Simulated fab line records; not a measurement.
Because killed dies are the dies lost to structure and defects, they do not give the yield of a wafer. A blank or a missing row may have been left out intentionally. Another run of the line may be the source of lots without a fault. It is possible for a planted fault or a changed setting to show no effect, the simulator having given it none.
One fault through the eyes of 2 desks / flow sky130 / every desk sees just its own numbers, and what lay behind them comes last

AT THE TOOL OWNER'S DESK: pvd_sputter-01
At SKY_LI_CONTACT_SPUTTER_20 (material TiN, target thk 20 nm, time 80 s) the tool's own readings: per lot run on this tool, the mean of the sampled wafers that have a number. A lot is out of limits, marked OUT, if its mean lies more than 4 standard deviations from the usual mean; the brackets give that distance.
Columns: A = throttle_valve_pct at SKY_LI_CONTACT_SPUTTER_20, usual 30.6 %
lot=L672; first seen here=day 30 05:20; A=31.7
lot=L686; first seen here=day 34 06:38; A=32.7
lot=L687; first seen here=day 34 08:44; A=30.0
This desk's verdict: no lot among the 3 shows anything out of limits.

AT THE METROLOGY DESK
Lot by lot, what the gauges showed, no matter which tool ran the lot: averages of those sampled wafers that carry a number. A lot is out of limits, marked OUT, if its mean lies more than 4 standard deviations from the usual mean; the brackets give that distance.
Columns: A = cd_nm at SKY_LI_CONTACT_CD_MEAS_12, usual 170.1 nm; B = LI_CONTACT_OVL at SKY_LI_CONTACT_OVL_MEAS_13, usual -1 nm
lot=L672; first seen here=day 30 04:41; A=170.7; B=2
lot=L681; first seen here=day 32 18:41; A=169.6; B=-2
lot=L686; first seen here=day 34 06:00; A=169.5; B=2
lot=L687; first seen here=day 34 08:07; A=168.3; B=-4
lot=L693; first seen here=day 36 10:05; A=168.9; B=1
lot=L694; first seen here=day 36 17:16; A=170.5; B=-10
This desk's verdict: no lot among the 6 shows anything out of limits.

BROUGHT TOGETHER
The desk of the tool owner found nothing out of limits.
From the metrology desk's view, nothing was out of limits.

WHAT HAD BEEN PUT IN BY THE SIMULATOR
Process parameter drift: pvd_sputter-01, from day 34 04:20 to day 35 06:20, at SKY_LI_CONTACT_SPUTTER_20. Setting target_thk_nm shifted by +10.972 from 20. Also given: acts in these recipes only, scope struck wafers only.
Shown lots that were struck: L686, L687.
